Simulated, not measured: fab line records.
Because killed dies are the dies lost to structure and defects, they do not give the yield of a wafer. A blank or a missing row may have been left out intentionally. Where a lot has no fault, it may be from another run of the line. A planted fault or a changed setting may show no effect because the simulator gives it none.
The tool behind it: which one? :: flow gf180mcu :: route of 602 steps, sampled at 1 step: 14 lots, 42 wafers

WHAT EACH GAUGE READ, for each wafer
GF_V3_BOW_MEAS_05. Usual: V3_BOW gives 116 um (standard deviation 8.9).
lot: L138
measured: day 22 06:24
on: film-metro-04
V3_BOW (um): 124 121 118
flag: 

lot: L139
measured: day 22 19:04
on: film-metro-02
V3_BOW (um): 117 116 125
flag: 

lot: L143
measured: day 24 09:51
on: film-metro-01
V3_BOW (um): 120 118 132
flag: 

lot: L144
measured: day 24 11:14
on: film-metro-02
V3_BOW (um): 100 113 108
flag: 

lot: L145
measured: day 24 15:26
on: film-metro-01
V3_BOW (um): 104 105 108
flag: 

lot: L148
measured: day 25 18:26
on: film-metro-04
V3_BOW (um): 107 114 99
flag: 

lot: L149
measured: day 26 01:25
on: film-metro-04
V3_BOW (um): 119 124 128
flag: 

lot: L150
measured: day 26 05:13
on: film-metro-02
V3_BOW (um): 118 106 107
flag: 

lot: L151
measured: day 26 16:31
on: film-metro-04
V3_BOW (um): 116 113 108
flag: 

lot: L153
measured: day 27 06:33
on: film-metro-02
V3_BOW (um): 122 111 124
flag: 

lot: L154
measured: day 27 15:25
on: film-metro-04
V3_BOW (um): 123 129 120
flag: 

lot: L155
measured: day 27 19:19
on: film-metro-04
V3_BOW (um): 121 105 124
flag: 

lot: L158
measured: day 28 15:52
on: film-metro-01
V3_BOW (um): 110 112 100
flag: 

lot: L159
measured: day 28 18:26
on: film-metro-02
V3_BOW (um): 120 105 120
flag: 

WHAT TOOL EACH LOT RAN ON (gives the tool, then ch and the chambers of the sampled wafers, and finally the start)
The record holds no process step before these readings.

AS READ BY THE TOOLS THEMSELVES (means over the sampled wafers that have a number; for cases with no such wafer, the mark the record gives instead)
The record holds no such reading with a usual standard deviation.

THE ANSWER, worked out from the rows above alone
Rule: take the mean of a lot's wafers that have a number; if it is more than 3 standard deviations from the usual mean, the lot is off. A lot without any number at a reading at which 4 lots or more have one is off too. Any other lot the step has rows for is counted as sound. After the gauges, taken in route order, come the tools' own readings; for these a lot's mean is taken, as printed above. At the first step where some lot is off, the reading lying furthest off is the one used; lots without a number count as furthest.
No lot is off at any reading shown: from this, nothing can be told.

WHAT THE SIMULATOR PUT IN
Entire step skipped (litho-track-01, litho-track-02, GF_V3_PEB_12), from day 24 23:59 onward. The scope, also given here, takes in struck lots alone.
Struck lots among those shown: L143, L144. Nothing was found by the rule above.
